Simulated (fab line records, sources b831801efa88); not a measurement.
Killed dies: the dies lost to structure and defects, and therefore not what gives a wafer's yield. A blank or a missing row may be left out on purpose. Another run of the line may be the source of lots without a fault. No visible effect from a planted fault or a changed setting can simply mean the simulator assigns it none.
Chamber matching + flow sky130 + 4 sister chambers for SKY_CONTACT_CMP_04 on cmp-02
The step polishes SiO2. 8 wafers are shown with their chamber, then 7 later ones without.

== EACH WAFER AND ITS CHAMBER ==
| wafer  | chamber | motor current A (A) | slurry flow ml min |
|--------|---------|---------------------|--------------------|
| L751.6 | 3       | 12.8                | 150.2              |
| L752.1 | 2       | 12.6                | 150.6              |
| L752.5 | 1       | 13.1                | 150.0              |
| L753.1 | 2       | 12.2                | 150.6              |
| L753.5 | 1       | 13.5                | 150.4              |
| L753.6 | 0       | 9.8                 | 150.1              |
| L764.1 | 3       | 12.7                | 149.7              |
| L764.4 | 0       | 10.7                | 150.7              |

== WAFERS WITH NO CHAMBER GIVEN ==
| wafer  | motor current A (A) | slurry flow ml min |
|--------|---------------------|--------------------|
| L764.5 | 10.4                | 150.9              |
| L765.3 | 12.7                | 150.1              |
| L765.4 | 12.7                | 150.1              |
| L765.6 | 13.3                | 149.7              |
| L766.1 | 13.3                | 150.3              |
| L766.3 | 12.1                | 150.3              |
| L766.4 | 12.9                | 149.4              |

== WHICH CHAMBER EACH WENT THROUGH ==
| wafer  | from the rows above          | in truth |
|--------|------------------------------|----------|
| L764.5 | 0                            | 0        |
| L765.3 | can't be placed: 3 or 1 or 2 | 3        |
| L765.4 | can't be placed: 3 or 1 or 2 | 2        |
| L765.6 | can't be placed: 1 or 3      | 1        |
| L766.1 | can't be placed: 1 or 3      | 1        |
| L766.3 | can't be placed: 2 or 3 or 1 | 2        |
| L766.4 | can't be placed: 3 or 1      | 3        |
Correct placement for 1 of the 7. Cannot be placed on the basis of these rows: 6; the candidates contain the true chamber in 6. Placed wrongly: 0.
How it was worked out, from the rows above alone: a wafer's distance from a chamber is the root of the sum, over the readings, of the square of ((its reading less the chamber's mean) divided by the reading's scatter). The wafer belongs to the nearest chamber; if the next one is less than 2 further off, it can't be placed. For every chamber, the mean is computed from those of its wafers that are shown. How the scatter is found: for the shown wafers, subtract from each reading the mean of its chamber, square and add these, divide the total by (wafers less chambers), then take the root.
